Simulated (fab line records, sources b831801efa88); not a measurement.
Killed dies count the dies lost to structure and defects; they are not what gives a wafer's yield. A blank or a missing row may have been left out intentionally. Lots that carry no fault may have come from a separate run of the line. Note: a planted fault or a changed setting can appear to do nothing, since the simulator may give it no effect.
Which tool was responsible?    flow gf180mcu    Sampling: 14 lots, 42 wafers, 4 of 602 route steps

WHAT THE GAUGES READ, wafer by wafer
GF_NSD_CD_MEAS_07 targets a cd of 400 nm. Usual: 400.2 nm for cd-nm, sd 2.3.
lot   measured      on         cd-nm (nm)         flag
L672  day 13 14:27  cd-sem-01  401.2 403.8 400.0  
L673  day 13 17:28  cd-sem-01  401.6 400.2 401.0  
L675  day 14 08:55  cd-sem-01  400.4 403.7 400.1  
L678  day 15 08:23  cd-sem-02  401.4 401.4 399.2  
L679  day 15 22:10  cd-sem-02  397.7 395.8 397.9  
L682  day 16 18:34  cd-sem-01  396.7 399.2 395.9  
L687  day 18 15:41  cd-sem-02  404.7 403.7 405.0  
L688  day 19 04:34  cd-sem-02  397.7 397.1 396.7  
L689  day 19 06:05  cd-sem-02  399.7 400.2 398.5  
L690  day 19 13:53  cd-sem-02  399.9 400.9 401.3  
L691  day 19 20:07  cd-sem-01  399.2 398.4 397.7  
L692  day 20 07:07  cd-sem-01  404.2 402.2 402.2  
L694  day 20 22:29  cd-sem-01  399.2 395.9 398.9  
L695  day 21 03:57  cd-sem-01  398.5 397.7 399.9  

GF_PSD_CD_MEAS_07 targets a cd of 400 nm. Usual: 399.3 nm for cd-nm, sd 2.8.
lot   measured      on         cd-nm (nm)         flag
L672  day 14 11:28  cd-sem-01  400.2 399.3 399.0  
L673  day 14 14:40  cd-sem-01  399.8 400.3 401.8  
L675  day 15 06:21  cd-sem-02  399.0 396.0 398.6  
L678  day 16 06:10  cd-sem-02  401.0 401.3 400.1  
L679  day 16 20:37  cd-sem-02  395.1 396.8 397.5  
L682  day 17 18:16  cd-sem-02  397.0 399.5 397.6  
L687  day 19 16:22  cd-sem-02  398.1 400.1 399.8  
L688  day 20 04:55  cd-sem-01  395.8 395.7 395.9  
L689  day 20 06:35  cd-sem-02  404.2 405.4 403.0  
L690  day 20 14:52  cd-sem-02  399.1 398.7 398.6  
L691  day 20 20:37  cd-sem-01  396.3 397.0 399.1  
L692  day 21 07:06  cd-sem-01  398.2 399.9 398.8  
L694  day 21 22:58  cd-sem-01  397.9 397.2 396.8  
L695  day 22 03:57  cd-sem-02  400.0 399.6 400.8  

GF_SALICIDE_RS_MEAS_04: measures by four-point-probe. Usual: SALICIDE_TIN_RS typically reads 16.37 ohm/sq, with standard deviation 0.26.
lot   measured      on             SALICIDE_TIN_RS (ohm/sq)  flag
L672  day 15 09:26  film-metro-03  16.26 15.91 16.28         
L673  day 15 12:58  film-metro-04  16.47 16.54 16.34         
L675  day 16 04:42  film-metro-03  15.98 15.95 16.05         
L678  day 17 06:37  film-metro-03  16.53 21.94 21.87         OFF
L679  day 17 21:02  film-metro-03  16.62 16.77 16.52         
L682  day 18 18:55  film-metro-03  22.17 21.87 21.94         OFF
L687  day 20 17:28  film-metro-03  16.23 16.45 16.48         
L688  day 21 05:37  film-metro-02  15.91 15.95 16.00         
L689  day 21 07:50  film-metro-03  16.33 16.36 16.23         
L690  day 21 16:03  film-metro-03  16.11 16.09 16.08         
L691  day 21 21:19  film-metro-02  16.15 16.40 16.41         
L692  day 22 08:11  film-metro-03  16.25 16.53 16.07         
L694  day 22 23:34  film-metro-02  16.04 16.17 16.01         
L695  day 23 04:37  film-metro-04  16.20 16.08 16.09         

WHAT TOOL EACH LOT RAN ON (gives the tool, then ch and the chambers of the sampled wafers, and finally the start)
lot   GF_SALICIDE_SPUTTER_02
L672  pvd-sputter-01, day 15 09:21
L673  pvd-sputter-04, day 15 12:55
L675  pvd-sputter-04, day 16 04:39
L678  pvd-sputter-04, day 17 06:32
L679  pvd-sputter-02, day 17 20:58
L682  pvd-sputter-04, day 18 18:48
L687  pvd-sputter-01, day 20 17:23
L688  pvd-sputter-02, day 21 05:32
L689  pvd-sputter-04, day 21 07:45
L690  pvd-sputter-04, day 21 15:57
L691  pvd-sputter-04, day 21 21:16
L692  pvd-sputter-01, day 22 08:08
L694  pvd-sputter-04, day 22 23:30
L695  pvd-sputter-04, day 23 04:34
- GF_SALICIDE_SPUTTER_02: material Co, target thk 10 nm, time 20 s.

AS READ BY THE TOOLS THEMSELVES (means over the sampled wafers that have a number; for cases with no such wafer, the mark the record gives instead)
GF_SALICIDE_SPUTTER_02. Usual: 29.6 % for throttle-valve-pct, sd 1.1.
lot   tool            throttle-valve-pct (%)  flag
L672  pvd-sputter-01  30.9                    
L673  pvd-sputter-04  29.4                    
L675  pvd-sputter-04  28.7                    
L678  pvd-sputter-04  28.7                    
L679  pvd-sputter-02  30.2                    
L682  pvd-sputter-04  28.6                    
L687  pvd-sputter-01  30.7                    
L688  pvd-sputter-02  30.3                    
L689  pvd-sputter-04  29.5                    
L690  pvd-sputter-04  28.7                    
L691  pvd-sputter-04  28.9                    
L692  pvd-sputter-01  30.2                    
L694  pvd-sputter-04  28.8                    
L695  pvd-sputter-04  28.9                    

THE ANSWER, worked out from the rows above alone
Rule: a lot counts as off when the mean over its wafers that have a number is more than 3 standard deviations away from the usual mean. Also off: a lot with no number at a reading for which 4 or more lots have one. All remaining lots with rows at the step are treated as sound. Order of review: gauges by route order, followed by the tools' own readings, for which a lot's mean as printed above is used. The first step at which some lot is off is used, and at that step the reading that is off furthest; a lot without a number counts as furthest.
Off: at GF_SALICIDE_RS_MEAS_04 (SALICIDE_TIN_RS), L678, L682.
A tool fits if, at a process step before that reading, it ran every lot that is off, and no sound lot after the first of them. Gauges at GF_SALICIDE_RS_MEAS_04: tried the same way as those tools. None of those tried fits.

WHAT THE SIMULATOR HAD PUT IN
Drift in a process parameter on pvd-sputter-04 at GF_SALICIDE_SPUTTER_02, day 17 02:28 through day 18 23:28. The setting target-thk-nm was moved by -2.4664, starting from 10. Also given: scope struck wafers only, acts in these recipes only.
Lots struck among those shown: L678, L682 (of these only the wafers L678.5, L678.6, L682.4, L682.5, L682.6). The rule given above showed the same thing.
